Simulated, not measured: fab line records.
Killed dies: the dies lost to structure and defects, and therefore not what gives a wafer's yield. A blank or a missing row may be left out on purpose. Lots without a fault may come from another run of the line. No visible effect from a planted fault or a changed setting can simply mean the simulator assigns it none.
Which tool was responsible? | flow gf180mcu | 13 lots, 39 wafers sampled, at 6 steps of a route of 602

== WHAT THE GAUGES READ, wafer by wafer ==
GF_SAB_OVL_MEAS_10. Usual: SAB_OVL gives 0.0 nm (standard deviation 2.1).
lot  | measured     | on         | SAB_OVL (nm)   | flag
L523 | day 15 15:43 | overlay-02 | -1.6 -1.4 -1.7 |
L525 | day 16 17:08 | overlay-02 | 0.5 -0.4 -1.1  |
L528 | day 17 10:49 | overlay-02 | 1.0 -1.0 1.0   |
L527 | day 17 14:31 | overlay-02 | 1.1 0.7 3.2    |
L529 | day 17 17:46 | overlay-01 | 2.1 2.7 1.6    |
L530 | day 18 04:19 | overlay-01 | 2.2 0.5 3.5    |
L531 | day 18 13:40 | overlay-01 | 0.6 -0.1 1.0   |
L532 | day 18 21:46 | overlay-01 | -3.2 -4.4 -3.5 |
L539 | day 21 09:19 | overlay-02 | 1.1 0.9 1.3    |
L541 | day 22 00:39 | overlay-01 | 0.2 2.0 -1.6   |
L542 | day 22 06:18 | overlay-01 | -5.4 -3.6 -1.1 |
L545 | day 23 08:19 | overlay-01 | -2.4 -2.6 -3.3 |
L546 | day 23 12:25 | overlay-01 | 0.0 -0.2 -1.9  |

GF_CONTACT_RS_MEAS_25: uses a four-point probe to measure. Usual: CONTACT_W_RS gives 0.384 ohm/sq (standard deviation 0.0037).
lot  | measured     | on            | CONTACT_W_RS (ohm/sq) | flag
L523 | day 16 16:59 | film metro-03 | 0.379 0.378 0.375     |
L525 | day 17 18:52 | film metro-03 | 0.378 0.382 0.384     |
L528 | day 18 12:16 | film metro-02 | 0.387 0.386 0.384     |
L527 | day 18 16:23 | film metro-02 | 0.387 0.387 0.387     |
L529 | day 18 20:31 | film metro-02 | 0.381 0.380 0.382     |
L530 | day 19 07:31 | film metro-01 | 0.381 0.378 0.378     |
L531 | day 19 16:26 | film metro-02 | 0.382 0.384 0.382     |
L532 | day 20 00:15 | film metro-03 | 0.381 0.382 0.382     |
L539 | day 22 11:50 | film metro-02 | 0.386 0.413 0.415     | OFF
L541 | day 23 02:15 | film metro-02 | 0.387 0.414 0.410     | OFF
L542 | day 23 07:55 | film metro-01 | 0.385 0.389 0.388     |
L545 | day 24 09:24 | film metro-01 | 0.382 0.388 0.382     |
L546 | day 24 13:53 | film metro-02 | 0.383 0.380 0.380     |

GF_CONTACT_THK_MEAS_26: measures by xrf. Usual: CONTACT_W_THK gives 303 nm (standard deviation 4.5).
lot  | measured     | on            | CONTACT_W_THK (nm) | flag
L523 | day 16 17:05 | film metro-03 | 307 308 312        |
L525 | day 17 18:57 | film metro-03 | 311 307 305        |
L528 | day 18 12:23 | film metro-02 | 298 301 300        |
L527 | day 18 16:29 | film metro-02 | 297 298 299        |
L529 | day 18 20:36 | film metro-02 | 304 303 304        |
L530 | day 19 07:38 | film metro-01 | 310 313 313        |
L531 | day 19 16:33 | film metro-02 | 306 303 307        |
L532 | day 20 00:22 | film metro-03 | 308 308 308        |
L539 | day 22 11:57 | film metro-02 | 296 277 275        | OFF
L541 | day 23 02:22 | film metro-02 | 297 278 282        | OFF
L542 | day 23 08:02 | film metro-01 | 304 303 303        |
L545 | day 24 09:31 | film metro-01 | 307 302 306        |
L546 | day 24 13:59 | film metro-02 | 299 300 302        |

GF_V1_OVL_MEAS_15. Usual: V1_OVL gives -2 nm (standard deviation 6.1).
lot  | measured     | on         | V1_OVL (nm) | flag
L523 | day 18 17:49 | overlay-01 | -5 -1 -3    |
L525 | day 19 21:38 | overlay-02 | -9 -6 -6    |
L528 | day 20 16:25 | overlay-01 | -4 -4 2     |
L527 | day 20 19:05 | overlay-01 | -15 -7 -17  |
L529 | day 20 23:01 | overlay-01 | -13 -10 -8  |
L530 | day 21 10:22 | overlay-01 | -4 0 2      |
L531 | day 21 18:52 | overlay-01 | -7 -15 -10  |
L532 | day 22 02:22 | overlay-01 | -1 -1 -5    |
L539 | day 24 12:37 | overlay-01 | 4 3 2       |
L541 | day 25 02:28 | overlay-01 | 0 1 9       |
L542 | day 25 06:52 | overlay-01 | -1 -3 -2    |
L545 | day 26 07:10 | overlay-01 | -4 -5 3     |
L546 | day 26 11:01 | overlay-02 | -1 3 -1     |

== EACH LOT AND THE TOOL THAT RAN IT (in order: tool; ch and the chambers of the sampled wafers; start) ==
lot  | GF_CONTACT_SPUTTER_22        | GF_CONTACT_CVD_24
L523 | pvd sputter-02, day 16 16:45 | cvd w-01 ch 1, day 16 16:51
L525 | pvd sputter-02, day 17 18:36 | cvd w-02 ch 0,1, day 17 18:44
L528 | pvd sputter-04, day 18 12:04 | cvd w-01 ch 0,1, day 18 12:10
L527 | pvd sputter-01, day 18 16:08 | cvd w-01 ch 0,1, day 18 16:16
L529 | pvd sputter-02, day 18 20:15 | cvd w-02 ch 0,1, day 18 20:23
L530 | pvd sputter-04, day 19 07:12 | cvd w-02 ch 1, day 19 07:20
L531 | pvd sputter-01, day 19 16:13 | cvd w-01 ch 0,1, day 19 16:19
L532 | pvd sputter-04, day 20 00:03 | cvd w-02 ch 0,1, day 20 00:09
L539 | pvd sputter-01, day 22 11:37 | cvd w-01 ch 0,1, day 22 11:43
L541 | pvd sputter-04, day 23 02:03 | cvd w-01 ch 0,1, day 23 02:09
L542 | pvd sputter-01, day 23 07:42 | cvd w-02 ch 0,1, day 23 07:48
L545 | pvd sputter-01, day 24 09:12 | cvd w-02 ch 0,1, day 24 09:18
L546 | pvd sputter-04, day 24 13:40 | cvd w-02 ch 0, day 24 13:46
- GF_CONTACT_SPUTTER_22: material Ti, target thk 15 nm, time 80.02 s.
- GF_CONTACT_CVD_24: deposits W, target thk 300 nm, time 90.339 s.

== WHAT THE TOOLS THEMSELVES READ (means of the sampled wafers that have a number; where no wafer has one, the mark that the record gives instead) ==
GF_CONTACT_SPUTTER_22. Usual: throttle valve pct at 30.4 %, with a standard deviation of 0.96.
lot  | tool           | throttle valve pct (%) | flag
L523 | pvd sputter-02 | 29.7                   |
L525 | pvd sputter-02 | 29.8                   |
L528 | pvd sputter-04 | 30.0                   |
L527 | pvd sputter-01 | 30.3                   |
L529 | pvd sputter-02 | 29.6                   |
L530 | pvd sputter-04 | 31.0                   |
L531 | pvd sputter-01 | 30.5                   |
L532 | pvd sputter-04 | 30.4                   |
L539 | pvd sputter-01 | 31.1                   |
L541 | pvd sputter-04 | 31.1                   |
L542 | pvd sputter-01 | 30.1                   |
L545 | pvd sputter-01 | 30.5                   |
L546 | pvd sputter-04 | 30.4                   |

GF_CONTACT_CVD_24. Usual: heater power w at 876 W, with a standard deviation of 49.
lot  | tool     | heater power w (W) | flag
L523 | cvd w-01 | 806                |
L525 | cvd w-02 | 889                |
L528 | cvd w-01 | 830                |
L527 | cvd w-01 | 842                |
L529 | cvd w-02 | 911                |
L530 | cvd w-02 | 890                |
L531 | cvd w-01 | 826                |
L532 | cvd w-02 | 908                |
L539 | cvd w-01 | 852                |
L541 | cvd w-01 | 842                |
L542 | cvd w-02 | 893                |
L545 | cvd w-02 | 903                |
L546 | cvd w-02 | 925                |

== THE ANSWER, worked out from the rows above alone ==
Rule: lot off if the mean of its wafers having a number is beyond 3 standard deviations from the usual mean. Also off: a lot with no number at a reading for which 4 or more lots have one. Where the step has rows for the other lots, those lots are counted as sound. Order of review: gauges by route order, followed by the tools' own readings, for which a lot's mean as printed above is used. The first step at which some lot is off is used, and at that step the reading that is off furthest; a lot without a number counts as furthest.
Off: L539, L541, at GF_CONTACT_RS_MEAS_25 (CONTACT_W_RS).
If a tool, at a process step before that reading, ran all the lots that are off and no sound lot after the first of them, it fits. The gauges at GF_CONTACT_RS_MEAS_25 are tried like those tools. One candidate fits, namely cvd w-01 at GF_CONTACT_CVD_24. A fault onset in the window from L531 (day 19 16:19, its last sound lot) to L539 (day 22 11:43, its first lot off) fits.

== WHAT WAS PUT IN BY THE SIMULATOR ==
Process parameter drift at GF_CONTACT_CVD_24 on cvd w-01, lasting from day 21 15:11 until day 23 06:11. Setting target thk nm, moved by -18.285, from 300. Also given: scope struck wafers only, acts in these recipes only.
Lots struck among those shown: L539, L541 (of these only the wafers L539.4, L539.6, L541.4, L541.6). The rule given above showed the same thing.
